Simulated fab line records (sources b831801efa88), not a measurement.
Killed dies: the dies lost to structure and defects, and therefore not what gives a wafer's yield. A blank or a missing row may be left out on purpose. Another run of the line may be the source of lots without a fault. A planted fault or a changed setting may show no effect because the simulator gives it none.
A lot that was struck, set against a sound lot    flow sky130    20 out of 708 route steps
Sound: the wafers L955.3, L955.4, L955.6. Struck: wafers L958.2, L958.4, L958.5. At the end, the cause is stated.
Per side, at each step with rows, come the tool, then ch with its chambers, and then its first start. Under that, the readings that differ: sound wafers    struck wafers    difference of the means    sigmas: that difference in standard deviations of wafers without a fault.
alike: words and numbers the same on both sides, and readings whose means are apart by under 2 such deviations; not compared: readings that were withheld, readings missing a value for some wafer, numbers with overlapping values and no deviation given by the record, and bounds like >300 which may hide the same value.
Wherever a step has rows on one side only, a row that says differs or no value, or a row with sigmas, the two part there. Non-overlapping numbers with no deviation appear without sigmas and do not part them. A reading that every wafer of one side lacks parts them only if that side has two wafers or more.

SKY_LDD_HVP_OVL_MEAS_07:
  struck on overlay-02, day 27 13:22; sound on overlay-01, day 26 14:08
  alike: LDD_HVP_OVL
after that, 1 step had no rows for these wafers: SKY_LDD_HVP_IMPLANT_08.
SKY_LDD_HVP_STRIP_09: strips in O2/N2.
  sound on plasma asher-02 ch 0,1, day 26 14:20; struck on plasma asher-02 ch 0,1, day 27 13:32
  alike: drypump motor current A, oes product au, strip time to endpoint s
  not compared: rf hours counter h
SKY_LDD_HVP_TW_MEAS_10:
  struck on film metro-04, day 27 13:39; sound on film metro-02, day 26 14:26
  alike: LDD_HVP_TW
then, 7 steps without rows for these wafers: SKY_LDD_LDN_DEHYDRATE_00 (time 60 s); SKY_LDD_LDN_HMDS_01 (prime time 60 s); SKY_LDD_LDN_COAT_02 (resist thk 1140 nm); SKY_LDD_LDN_SOFTBAKE_03 (time 60 s); SKY_LDD_LDN_EXPOSE_04 (exposes mask LDNTM, target cd 700 nm); SKY_LDD_LDN_PEB_05; SKY_LDD_LDN_DEVELOP_06 (develop time 60 s).
SKY_LDD_LDN_OVL_MEAS_07:
  struck on overlay-02, day 28 18:18; sound on overlay-01, day 27 19:37
reading           sound        struck         difference  sigmas
LDD_LDN_OVL (nm)  2.1 2.7 2.8  -1.5 -1.3 1.2  -3.1        -2
SKY_LDD_LDN_IMPLANT_08:
  sound on implanter-01 ch 0, day 27 19:41; struck on implanter-01 ch 0, day 28 18:22
reading             sound                             struck                         difference  sigmas
dose ions cm2       1.2497e+13 1.2477e+13 1.2498e+13  6.091e+12 6.083e+12 6.097e+12  -6.400e+12  -99 or more
faraday current uA  72.3 69.4 70.4                    34.7 34.3 34.4                 -36.2       -28
then, 3 steps without rows for these wafers: SKY_LDD_LDN_IMPLANT_09; SKY_LDD_LDN_IMPLANT_10; SKY_LDD_LDN_IMPLANT_11.
SKY_LDD_LDN_STRIP_12: strips in O2/N2.
  sound on plasma asher-02 ch 0,1, day 27 20:16; struck on plasma asher-02 ch 0, day 28 18:56
  alike: drypump motor current A, oes product au, strip time to endpoint s
  not compared: rf hours counter h
SKY_LDD_LDN_TW_MEAS_13:
  struck on film metro-02, day 28 19:02; sound on film metro-03, day 27 20:21
  alike: LDD_LDN_TW
then, 1 step without rows for these wafers: SKY_LDD_LDN_CLEAN_14 (cleans in SC1/SC2, time 150 s).
-- here the record skips 21 days between the struck wafers' starts before and after, leaving off in module LDD_LDN and picking up in module PAD_OPEN (first step shown: number 708 of the route) --
SKY_PAD_OPEN_PROBE_99:
  struck on prober-01, day 49 17:04; sound on prober-02, day 49 01:55
reading                          sound           struck          difference  sigmas
model.etest.tip sonos.rs ohm sq  2711 2769 2760  2849 2891 2906  +135        
  alike: killed_at_M0_to_M3, killed_at_M4_up, killed at contacts, killed at front end, killed at other, killed dies, killed open, killed short

== WHERE THEY PART ==
At SKY_LDD_LDN_OVL_MEAS_07 first; at SKY_LDD_LDN_IMPLANT_08 last (within this record only). Later steps at which nothing parts them and some readings are alike: SKY_LDD_LDN_STRIP_12, SKY_LDD_LDN_TW_MEAS_13, SKY_PAD_OPEN_PROBE_99.

WHY: whatever the simulator had introduced
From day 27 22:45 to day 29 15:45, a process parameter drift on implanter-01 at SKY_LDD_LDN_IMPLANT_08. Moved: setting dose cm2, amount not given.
